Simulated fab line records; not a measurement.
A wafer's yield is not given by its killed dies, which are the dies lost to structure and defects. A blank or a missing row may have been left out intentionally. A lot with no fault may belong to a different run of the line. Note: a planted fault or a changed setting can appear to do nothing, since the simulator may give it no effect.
Matching of chambers    flow gf180mcu    GF_V2_CMP_04 on cmp-02 has 4 sister chambers
The step polishes SiO2. 24 wafers are shown with their chamber, then 12 later ones without.

## EACH WAFER AND ITS CHAMBER
wafer   chamber  motor-current-A (A)  time-to-endpoint-s (s)
L078.2  0        13.1                 77
L078.5  2        12.2                 86
L078.6  1        13.9                 88
L079.1  0        13.5                 70
L079.3  2        11.5                 77
L079.4  3        10.8                 75
L080.3  2        12.2                 90
L080.4  1        14.5                 91
L080.5  1        15.2                 90
L083.3  3        11.1                 80
L083.4  1        14.7                 92
L083.6  0        13.4                 79
L085.2  1        13.3                 84
L085.3  3        10.8                 68
L085.4  0        12.9                 86
L086.2  2        11.9                 84
L086.3  0        12.5                 71
L086.5  0        13.8                 84
L088.2  0        13.6                 90
L088.3  2        11.3                 90
L088.5  1        14.3                 101
L089.4  2        11.7                 102
L089.5  2        11.6                 99
L089.6  3        10.8                 87

SIGNATURES (averages over the wafers above)
reading             chamber 0  chamber 1  chamber 2  chamber 3  scatter within a chamber
motor-current-A     13.257     14.317     11.771     10.875     0.456
time-to-endpoint-s  79.57      91.00      89.71      77.50      7.55
Rule: a wafer's distance from a chamber is the root of the sum, over the readings, of the square of ((its reading less the chamber's mean) divided by the reading's scatter). If the next closest chamber is less than 2 further off than the closest, the wafer can't be placed; otherwise it belongs to the closest. The scatter: the root of (the sum of the squares of (reading less its chamber's mean) over the shown wafers, divided by (wafers less chambers)).

## WAFERS WITHOUT THEIR CHAMBER
wafer   motor-current-A (A)  time-to-endpoint-s (s)
L090.1  14.0                 90
L090.2  13.2                 81
L090.3  10.9                 80
L091.1  14.4                 90
L091.2  13.0                 75
L091.6  14.5                 90
L092.3  11.8                 79
L092.4  14.1                 76
L092.6  14.9                 87
L097.2  11.9                 79
L097.3  12.4                 69
L097.5  12.7                 83

## WHICH CHAMBER EACH ONE RAN IN
wafer   from the rows above           in truth
L090.1  can't be placed: 1 or 0       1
L090.2  0                             0
L090.3  can't be placed: 3 or 2       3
L091.1  1                             1
L091.2  0                             0
L091.6  1                             1
L092.3  can't be placed: 2 or 3 or 0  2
L092.4  can't be placed: 0 or 1       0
L092.6  1                             1
L097.2  can't be placed: 2 or 3 or 0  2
L097.3  can't be placed: 0 or 2 or 3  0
L097.5  can't be placed: 0 or 2       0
Placed correctly: 5 of 12. From these rows, 7 cannot be placed; in 7 the true chamber is one of the candidates. Placed wrongly: 0.
